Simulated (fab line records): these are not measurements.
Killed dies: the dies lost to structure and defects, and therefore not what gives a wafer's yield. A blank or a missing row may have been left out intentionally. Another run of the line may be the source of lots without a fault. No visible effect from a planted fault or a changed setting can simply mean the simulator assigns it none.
What tool caused it? -- flow sky130 -- 12 lots, 36 wafers sampled, at 4 steps of a route of 708

## WHAT THE GAUGES SHOWED, per wafer
SKY_VIA1_CD_MEAS_12: the cd target is 150 nm.
lot,measured,on,cd nm (nm)
L075,day 33 22:25,cd sem-01,149.3 148.9 149.7
L077,day 34 14:23,cd sem-01,151.1 150.2 149.4
L079,day 35 14:01,cd sem-01,153.1 152.1 151.4
L081,day 36 07:34,cd sem-02,148.4 147.3 146.8
L083,day 37 14:13,cd sem-01,152.2 152.4 152.4
L085,day 37 19:56,cd sem-01,150.0 151.8 151.4
L086,day 38 08:57,cd sem-02,151.2 150.5 149.4
L089,day 38 18:41,cd sem-02,148.3 148.5 147.4
L091,day 39 14:19,cd sem-01,154.2 151.5 151.9
L093,day 39 22:01,cd sem-01,152.2 151.6 150.0
L095,day 40 10:30,cd sem-01,149.0 148.7 149.8
L097,day 41 02:31,cd sem-02,147.2 148.0 146.6

## WHICH TOOL RAN EACH LOT (tool, then ch and the chambers of the sampled wafers, then the start)
lot,SKY_CONTACT_SPUTTER_23,SKY_METAL1_SPUTTER_02,SKY_VIA1_CMP_02
L075,"pvd sputter-04, day 31 12:56","pvd sputter-02, day 31 13:38","cmp-01 ch 1,3, day 32 19:22"
L077,"pvd sputter-03, day 32 05:28","pvd sputter-04, day 32 06:10","cmp-01 ch 0,1,2, day 33 10:35"
L079,"pvd sputter-04, day 33 04:42","pvd sputter-01, day 33 05:24","cmp-01 ch 1,3, day 34 10:24"
L081,"pvd sputter-03, day 33 21:40","pvd sputter-02, day 33 22:22","cmp-02 ch 1,3, day 35 03:38"
L083,"pvd sputter-02, day 35 03:40","pvd sputter-01, day 35 04:22","cmp-02 ch 1,2,3, day 36 09:32"
L085,"pvd sputter-03, day 35 09:54","pvd sputter-04, day 35 10:36","cmp-02 ch 0,1,3, day 36 16:22"
L086,"pvd sputter-04, day 35 23:20","pvd sputter-02, day 36 00:16","cmp-02 ch 0,3, day 37 06:32"
L089,"pvd sputter-03, day 36 11:29","pvd sputter-01, day 36 12:11","cmp-01 ch 0,1,2, day 37 17:05"
L091,"pvd sputter-03, day 37 07:54","pvd sputter-01, day 37 08:36","cmp-01 ch 1,2,3, day 38 12:23"
L093,"pvd sputter-02, day 37 17:46","pvd sputter-04, day 37 18:28","cmp-01 ch 0,1,2, day 38 21:18"
L095,"pvd sputter-03, day 38 07:13","pvd sputter-02, day 38 07:55","cmp-02 ch 0,2,3, day 39 09:23"
L097,"pvd sputter-02, day 38 23:16","pvd sputter-04, day 38 23:58","cmp-01 ch 1,2, day 40 02:00"
- SKY_CONTACT_SPUTTER_23: material TiN, target thk 20 nm, time 80 s.
- SKY_METAL1_SPUTTER_02: material AlCu, target thk 250 nm, time 13.3 s.
- SKY_VIA1_CMP_02: polishes SiO2.

## THE ANSWER, worked out from the rows above alone
Rule: usual is defined by the lots themselves. Put in order of their means at a reading, lots are off if they are a third of the lots or fewer, leave a main group of 4 or more, and stand apart from it by a gap of 3 or more times the standard deviation of the main group's means; of several such gaps the widest counts. Not used: any main group whose means are identical at the precision the tables above print for the reading. A lot without any number at a reading at which 4 lots or more have one is off too. Where the step has rows for the other lots, those lots are counted as sound.
Nothing can be told from this: no lot is off at any reading shown.

## WHAT HAD BEEN PUT IN BY THE SIMULATOR
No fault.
